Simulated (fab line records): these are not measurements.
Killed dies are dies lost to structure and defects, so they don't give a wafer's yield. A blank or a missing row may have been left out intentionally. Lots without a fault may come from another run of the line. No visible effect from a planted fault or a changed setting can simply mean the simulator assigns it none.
8D (eight disciplines) problem report, filled in by code    flow sky130    the parts of the form that need people (team, actions taken, sign-off) are left out

== 1. WHAT WENT WRONG ==
killed_at_M0_to_M3 at SKY_PAD_OPEN_PROBE_99 reads a mean of 80 on 2 wafers of 2 lots; wafers without a fault read 43 with a standard deviation of 6.8. That puts it +5.5 standard deviations away from the usual mean.
The first sign was on wafer L105.3 at day 47 17:01, on prober-02. The record has a number at this step for 36 wafers belonging to 12 lots. By rule, "out" or "out of limits" means more than 4 standard deviations away from the usual mean. The other wafers with a number count as sound.

== 2. WHAT IT IS, AND WHAT IT ISN'T ==
question                     is                                       is not
which readings at this step  killed_at_M0_to_M3, sort_bin_5_function  killed_at_M4_up, killed at contacts, killed at front end, killed at other, killed open, killed short, sort_bin_6_memory
which lots                   L105, L109                               L101, L111, L113, L114, L116, L117, L118, L119, L120, L999
which wafers of those lots   L105.3, L109.1                           L105.2, L105.4, L109.2, L109.5
read on which tools          prober-02                                prober-01
when                         from day 47 17:01                        up to then (7 sound wafers); but 27 sound wafers of L105, L109, L111, L113, L114, L116, L117, L118, L119, L120 came after

== 3. SUSPECTS, AND WHAT RULES EACH OUT ==
Counting: a tool at a process step up to the reading stays a suspect if it ran every lot that is out. Sound lots after the first of them don't rule it out here, since some wafers of a struck lot are sound.
- pvd sputter-02 at SKY_METAL3_SPUTTER_02 (material AlCu, target thk 735 nm, time 39.1 s): kept. It processed each lot that is out (first: L105, day 38 18:22); up to then, its last sound lot is L101 (day 37 17:04).
- prober-02 at SKY_PAD_OPEN_PROBE_99: kept. It processed each lot that is out (first: L105, day 47 16:58); up to then, its last sound lot is L999 (day 46 10:10). Its own killed_at_M0_to_M3, sort_bin_5_function readings are out on those wafers.
Remaining after the count are pvd sputter-02 at SKY_METAL3_SPUTTER_02 and prober-02 at SKY_PAD_OPEN_PROBE_99.

== 4. THE CAUSE (what the simulator had put in) ==
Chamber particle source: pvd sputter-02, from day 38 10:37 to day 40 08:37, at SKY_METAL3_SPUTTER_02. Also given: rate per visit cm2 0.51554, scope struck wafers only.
Counting leaves 2 suspects; this tool is one of them.

== 5. THE CHAIN OF EFFECTS, in route order ==
Each row: a reading whose mean over the struck wafers that have a number lies more than 3 standard deviations from the usual. Readings are gone through only where the record gives a usual standard deviation; hours: the median, over the lots, of the time from a lot's start at the first step in this table giving one to that lot's start at this step; sigmas: the change measured in usual standard deviations.
hours  step                   reading               usual   on struck wafers  change  sigmas
0      SKY_PAD_OPEN_PROBE_99  defect limited yield  82.5 %  74.6              -7.9    -4.2
0      SKY_PAD_OPEN_PROBE_99  killed_at_M0_to_M3    43      80                +38     +5.5
0      SKY_PAD_OPEN_PROBE_99  killed dies           86      125               +39     +4.1
0      SKY_PAD_OPEN_PROBE_99  sort_bin_3_pad_short  0.9 %   2.2               +1.3    +3.3
0      SKY_PAD_OPEN_PROBE_99  sort_bin_5_function   10.3 %  16.6              +6.3    +4.2
0      SKY_PAD_OPEN_PROBE_99  sort n pass           406     367               -39     -4.1
0      SKY_PAD_OPEN_PROBE_99  sort yield pct        82.5 %  74.6              -7.9    -4.2
Process steps it contains:
- SKY_PAD_OPEN_PROBE_99

== 6. WHAT WOULD HAVE CAUGHT IT SOONER ==
In this record no reading fell out of limits until day 47 17:01, 222 hours after the fault had begun at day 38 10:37.
Tool readings at SKY_METAL3_SPUTTER_02 with a usual standard deviation given in the record: none out on any struck wafer, hence no alarm at a limit of 4 standard deviations on them.
Each of the lots that are out, 2 in all, had begun SKY_METAL3_SPUTTER_02 on pvd sputter-02 no later than day 47 17:01. Tool hold at that time: it would have spared none of them.
